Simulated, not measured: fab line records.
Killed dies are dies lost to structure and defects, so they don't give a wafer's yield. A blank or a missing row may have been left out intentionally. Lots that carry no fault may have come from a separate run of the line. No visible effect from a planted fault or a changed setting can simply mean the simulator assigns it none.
Matching of chambers + flow gf180mcu + cmp-02 running GF_V2_CMP_26: 4 sister chambers
The step polishes, stops on SiO2, t overpolish 15 s, target thk 0 nm. 4 wafers are shown with their chamber, then 7 later ones without.

EACH WAFER AND ITS CHAMBER
| wafer  | chamber | motor_current_A (A) |
|--------|---------|---------------------|
| L113.1 | 2       | 12.7                |
| L113.2 | 0       | 11.1                |
| L121.3 | 3       | 12.0                |
| L121.4 | 1       | 12.1                |

WAFERS MISSING THEIR CHAMBER
| wafer  | motor_current_A (A) |
|--------|---------------------|
| L121.5 | 11.0                |
| L126.2 | 11.9                |
| L126.3 | 13.2                |
| L126.5 | 11.6                |
| L130.1 | 12.0                |
| L130.2 | 12.3                |
| L130.4 | 11.1                |

WHICH CHAMBER EACH WENT THROUGH
| wafer  | from the rows above          | in truth |
|--------|------------------------------|----------|
| L121.5 | 0                            | 0        |
| L126.2 | can't be placed: 3 or 1      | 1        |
| L126.3 | 2                            | 2        |
| L126.5 | can't be placed: 3 or 0 or 1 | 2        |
| L130.1 | can't be placed: 3 or 1      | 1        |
| L130.2 | can't be placed: 1 or 3 or 2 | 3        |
| L130.4 | 0                            | 0        |
Correct placement for 3 of the 7. From these rows, 4 cannot be placed; in 3 the true chamber is one of the candidates. Placed wrongly: 0.
How it was worked out, from the rows above alone: a wafer's distance from a chamber is the root of the sum, over the readings, of the square of ((its reading less the chamber's mean) divided by the reading's scatter). The wafer belongs to the nearest chamber; if the next one is less than 2 further off, it can't be placed. The mean given for a chamber averages the wafers shown for that chamber. The scatter: root of mean squared gap, hidden wafer to nearest shown wafer, with one shown wafer a chamber.
